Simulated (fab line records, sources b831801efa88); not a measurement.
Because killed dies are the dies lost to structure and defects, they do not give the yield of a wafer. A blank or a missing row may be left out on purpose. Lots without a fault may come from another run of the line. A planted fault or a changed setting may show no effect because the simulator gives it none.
Split-lot experiment + flow sfqLine + 5 lots, 27 wafers read, on a route of 325 steps

== THE SPLIT ==
At SFQ_TRILAYER_M3_ETCH_METAL_ETCH_078 (etches Nb in Cl2/Ar, stops on SiO2, target depth 240 nm, time 120 s), the setting timeS was moved away from the recipe's 120 s on 6 of the 27 wafers read, by -22.8% to +59.7%. For the rest of the wafers, this setting stayed at what the recipe calls for.

The split's own step is where the reading is taken.

== THE READING ==
KrF_of_TRILAYER_M3_LITHO_COAT_075.thkNm (the simulator's own value, which no gauge read), in nm, at SFQ_TRILAYER_M3_ETCH_METAL_ETCH_078 (etches Nb in Cl2/Ar, stops on SiO2, target depth 240 nm, time 120 s). No usual value for it is given in the file. Average 385.2 nm, standard deviation 2.7 nm, over the 21 wafers here run with the recipe.

| wafer  | tool, chamber at the split | timeS as run, s | against the recipe | KrF_of_TRILAYER_M3_LITHO_COAT_075.thkNm, nm | against lot-mates on the recipe |
|--------|----------------------------|-----------------|--------------------|---------------------------------------------|---------------------------------|
| L077.1 | rieMetal-04, 0             | 120             | recipe             | 386.5                                       | -                               |
| L077.2 | rieMetal-04, 1             | 120             | recipe             | 387.1                                       | -                               |
| L077.3 | rieMetal-04, 0             | 120             | recipe             | 387.7                                       | -                               |
| L077.4 | rieMetal-04, 1             | 120             | recipe             | 387.1                                       | -                               |
| L077.5 | rieMetal-04, 1             | 120             | recipe             | 387.8                                       | -                               |
| L077.6 | rieMetal-04, 0             | 120             | recipe             | 385.5                                       | -                               |
| L079.1 | rieMetal-04, 1             | 120             | recipe             | 389                                         | -                               |
| L079.2 | rieMetal-04, 0             | 120             | recipe             | 387.5                                       | -                               |
| L079.3 | rieMetal-04, 1             | 92.64           | -22.8%             | 420.8                                       | +33.1                           |
| L079.4 | rieMetal-04, 0             | 92.64           | -22.8%             | 417.6                                       | +29.9                           |
| L079.5 | rieMetal-04, 1             | 92.64           | -22.8%             | 420.5                                       | +32.8                           |
| L079.6 | rieMetal-04, 0             | 120             | recipe             | 386.6                                       | -                               |
| L080.1 | rieMetal-04, 1             | 191.7           | +59.7%             | 305.7                                       | -80.7                           |
| L080.2 | rieMetal-04, 0             | 120             | recipe             | 384.6                                       | -                               |
| L080.3 | rieMetal-04, 1             | 120             | recipe             | 387.7                                       | -                               |
| L080.4 | rieMetal-04, 0             | 191.7           | +59.7%             | 301.3                                       | -85.1                           |
| L080.5 | rieMetal-04, 1             | 120             | recipe             | 386.9                                       | -                               |
| L080.6 | rieMetal-04, 0             | 191.7           | +59.7%             | 303.9                                       | -82.5                           |
| L081.1 | rieMetal-04, 1             | 120             | recipe             | 386                                         | -                               |
| L081.2 | rieMetal-04, 0             | 120             | recipe             | 381                                         | -                               |
| L081.3 | rieMetal-04, 1             | 120             | recipe             | 385.1                                       | -                               |
| L081.4 | rieMetal-04, 0             | 120             | recipe             | 381.1                                       | -                               |
| L081.5 | rieMetal-04, 0             | 120             | recipe             | 381.9                                       | -                               |
| L081.6 | rieMetal-04, 1             | 120             | recipe             | 386.9                                       | -                               |
| L084.1 | rieMetal-03, 0             | 120             | recipe             | 382.3                                       | -                               |
| L084.2 | rieMetal-03, 0             | 120             | recipe             | 380.4                                       | -                               |
| L084.6 | rieMetal-03, 0             | 120             | recipe             | 380.4                                       | -                               |

THE FIT
A straight line over all 27 wafers: KrF_of_TRILAYER_M3_LITHO_COAT_075.thkNm changes by -1.39 nm for each +1% of timeS; r = -1.00; the points scatter about the line by 2.8 nm.
The same after taking each lot's own level away (the mean of its wafers on the recipe; 27 wafers): -1.39 nm for each +1%; r = -1.00; scatter 1.6 nm.
According to that fit, moving timeS by its largest amount changes the reading by 83 nm.
The lots' own levels span 381.03 to 387.70 nm, that is 2.4 times the standard deviation above.
The two slopes are in agreement: the lot-to-lot level therefore moves the slope only a little.
Check: for one of the wafers moved furthest among these (+59.7%), held out of the fit, the line's prediction against its lot-mates is -83.8 nm. Against them it came out at -80.7 nm.

== OTHER SPLITS ON THESE WAFERS ==
These wafers also went through other splits before the reading. Each is held against what the fit with the lots' levels taken away leaves over:
| other split on the same wafers                   | wafers away from the commonest value | r with KrF_of_TRILAYER_M3_LITHO_COAT_075.thkNm (lot level and that fit taken away) |
|--------------------------------------------------|--------------------------------------|------------------------------------------------------------------------------------|
| SFQ_TRILAYER_L0_CAP_PECVD_011 timeS              | 12                                   | +0.10                                                                              |
| SFQ_TRILAYER_I0_DEP_PECVD_027 timeS              | 6                                    | -0.20                                                                              |
| SFQ_TRILAYER_M1_DEP_SPUTTER_037 timeS            | 9                                    | -0.34                                                                              |
| SFQ_TRILAYER_M2_BARC_OPEN_METAL_ETCH_077 timeS   | 9                                    | +0.01                                                                              |
| SFQ_TRILAYER_I2_VIA_BARC_OPEN_VIA_ETCH_096 timeS | 9                                    | -0.32                                                                              |

== THE WHOLE CHAIN: every reading that the file lists as answering this split, in the file's order ==
| step                                | what it does                                                        | reading                                                                                  | change (the file's fit)               | r (the file's) |
|-------------------------------------|---------------------------------------------------------------------|------------------------------------------------------------------------------------------|---------------------------------------|----------------|
| SFQ_TRILAYER_M3_ETCH_METAL_ETCH_078 | etches Nb in Cl2/Ar, stops on SiO2, target depth 240 nm, time 120 s | SiO2_of_TRILAYER_I2_DEP_PECVD_063.thkNm (the simulator's own value, which no gauge read) | -0.193 nm for each +1% of the setting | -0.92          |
| SFQ_TRILAYER_M3_ETCH_METAL_ETCH_078 | etches Nb in Cl2/Ar, stops on SiO2, target depth 240 nm, time 120 s | KrF_of_TRILAYER_M3_LITHO_COAT_075.thkNm (the simulator's own value, which no gauge read) | -1.39 nm for each +1% of the setting  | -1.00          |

== THE FILE'S OWN FIT ==
KrF_of_TRILAYER_M3_LITHO_COAT_075.thkNm changes by -1.39 nm for each +1% of timeS, r = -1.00.
